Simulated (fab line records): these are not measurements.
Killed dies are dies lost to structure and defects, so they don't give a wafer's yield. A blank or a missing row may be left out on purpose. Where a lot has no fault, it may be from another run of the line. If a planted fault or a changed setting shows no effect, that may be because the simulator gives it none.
2 desks looking at one fault	flow gf180mcu	each desk holds nothing but its own numbers, with what lay behind them at the end

## TOOL OWNER'S DESK, furnace-02
The tool's own readings at GF_DUAL_GATE_OXIDATION_15 (stabilise 600 s, purge 300 s, target thk 7.098 nm): means of the sampled wafers that have a number, for each lot that ran on this tool. A lot is out of limits, marked OUT, if its mean lies more than 4 standard deviations from the usual mean; the brackets give that distance.
Columns: A = spike-tc-lower-C at GF_DUAL_GATE_OXIDATION_15, usual 850.5 C; B = spike-tc-top-C at GF_DUAL_GATE_OXIDATION_15, usual 860.7 C; C = tube-center-temp-C at GF_DUAL_GATE_OXIDATION_15, usual 850.01 C
lot	first seen here	A	B	C
L974	day 10 10:31	852.2	856.2	849.99
L975	day 10 20:20	851.7	859.0	850.01
L976	day 10 22:35	851.1	858.6	850.06
L978	day 11 13:51	851.7	858.2	849.98
L979	day 11 18:59	851.7	857.9	850.03
L988	day 14 15:19	850.9	858.2	850.09
This desk found nothing out of limits on any of the 6 lots.

## THE METROLOGY DESK
Means of the sampled wafers that have a number, per lot and without regard to the tool the lot ran on: this is what the gauges read. A lot is out of limits, marked OUT, if its mean lies more than 4 standard deviations from the usual mean; the brackets give that distance.
Columns: A = M1_ALCU_RS at GF_M1_RS_MEAS_05, usual 0.0699 ohm/sq
lot	first seen here	A
L968	day 16 07:14	0.0696
L969	day 16 17:44	0.0690
L971	day 17 08:53	0.0720
L974	day 18 17:49	0.0687
L975	day 19 07:13	0.0694
L976	day 19 12:25	0.0694
L977	day 20 02:24	0.0707
L978	day 20 07:42	0.0696
L979	day 20 14:47	0.0698
L981	day 21 06:56	0.0708
L988	day 23 19:28	0.0707
L989	day 24 08:26	0.0696
L990	day 24 09:25	0.0695
This desk found nothing out of limits on any of the 13 lots.

## TAKEN TOGETHER
The desk of the tool owner found nothing out of limits.
The metrology desk saw nothing out of limits.

## WHAT THE SIMULATOR HAD INSERTED
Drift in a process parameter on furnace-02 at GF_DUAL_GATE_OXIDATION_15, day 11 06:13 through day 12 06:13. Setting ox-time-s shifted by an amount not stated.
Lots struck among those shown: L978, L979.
